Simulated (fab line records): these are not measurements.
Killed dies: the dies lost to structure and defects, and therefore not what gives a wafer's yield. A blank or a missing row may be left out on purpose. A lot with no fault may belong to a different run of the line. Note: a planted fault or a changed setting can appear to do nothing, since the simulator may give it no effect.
2 desks, one fault    flow gf180mcu    numbers are kept per desk, each desk with only its own; the story behind them comes last

## METROLOGY DESK
What the gauges read, lot by lot, whatever tool the lot ran on: means of the sampled wafers that have a number. Marked OUT: a lot whose mean sits more than 4 standard deviations from the usual mean, which makes it out of limits; the brackets give that distance.
Columns: A = STI_OXIDATION_01_THK at GF_STI_THK_MEAS_22, usual 15.0 nm; B = STI_CVD_23_THK at GF_STI_THK_MEAS_24, usual 647 nm; C = POLY_GATE_CVD_00_THK at GF_POLY_GATE_THK_MEAS_01, usual 200.6 nm; D = POLY_GATE_OVL at GF_POLY_GATE_OVL_MEAS_11, usual 0 nm
lot   first seen here  A     B    C                 D
L118  day 2 03:47      14.6  642  197.7             -5
L120  day 2 13:23      14.8  644  199.3             5
L121  day 2 19:17      14.6  657  201.2             -1
L123  day 3 05:38      14.8  644  201.5             2
L125  day 3 14:49      15.0  652  202.1             3
L126  day 3 21:09      14.4  650  200.4             -1
L127  day 4 02:13      15.3  643  201.6             -6
L128  day 4 07:18      15.1  645  198.5             7
L129  day 4 12:57      15.1  645  200.4             -7
L130  day 4 16:58      14.8  643  218.1 (+9.7) OUT  8
L134  day 5 14:58      14.4  640  199.0             5
L139  day 6 16:24      14.7  648  197.5             0
L141  day 7 01:31      15.7  641  202.9             10
This desk's result: L130 out of limits, first on L130 (POLY_GATE_CVD_00_THK at GF_POLY_GATE_THK_MEAS_01), day 11 19:52. L118, L120, L121, L123, L125, L126, L127, L128, L129, L134, L139, L141: within limits.

## FOR THE TOOL OWNER'S DESK: lpcvd-02
The tool's own readings at GF_POLY_GATE_CVD_00 (deposits poly-Si, target thk 200 nm, time 1200 s): means of the sampled wafers that have a number, for each lot that ran on this tool. Marked OUT: a lot whose mean sits more than 4 standard deviations from the usual mean, which makes it out of limits; the brackets give that distance.
Columns: A = spike_tc_centre_C at GF_POLY_GATE_CVD_00, usual 620.8 C; B = zone_power_centre_pct at GF_POLY_GATE_CVD_00, usual 8.5 %
lot   first seen here  A                B
L118  day 8 10:13      619.1            7.2
L121  day 9 07:43      620.9            7.1
L123  day 9 21:20      619.9            7.1
L125  day 10 10:01     620.5            9.1
L127  day 11 00:01     620.2            7.2
L128  day 11 08:47     621.6            9.2
L129  day 11 15:20     621.9            9.2
L130  day 11 18:32     636.1 (+12) OUT  11.9
L141  day 15 02:04     620.9            9.2
Finding of this desk: L130 out of limits; the first was L130 at day 11 18:32, on spike_tc_centre_C at GF_POLY_GATE_CVD_00. L118, L121, L123, L125, L127, L128, L129, L141: within limits.

## TAKEN TOGETHER
The tool owner's desk had the chance to raise an alarm at day 11 18:32 on L130.
The metrology desk could have raised an alarm at day 11 19:52, on L130.
The lots listed all ran GF_POLY_GATE_CVD_00 on lpcvd-02.

## WHAT THE SIMULATOR HAD INSERTED
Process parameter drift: lpcvd-02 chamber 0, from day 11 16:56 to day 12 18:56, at GF_POLY_GATE_CVD_00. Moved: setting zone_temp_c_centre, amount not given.
Struck lots among those shown: L130.
Counting hours from when the fault started, the first reading out of limits came at 2 for the tool owner's desk and at 3 for the metrology desk.
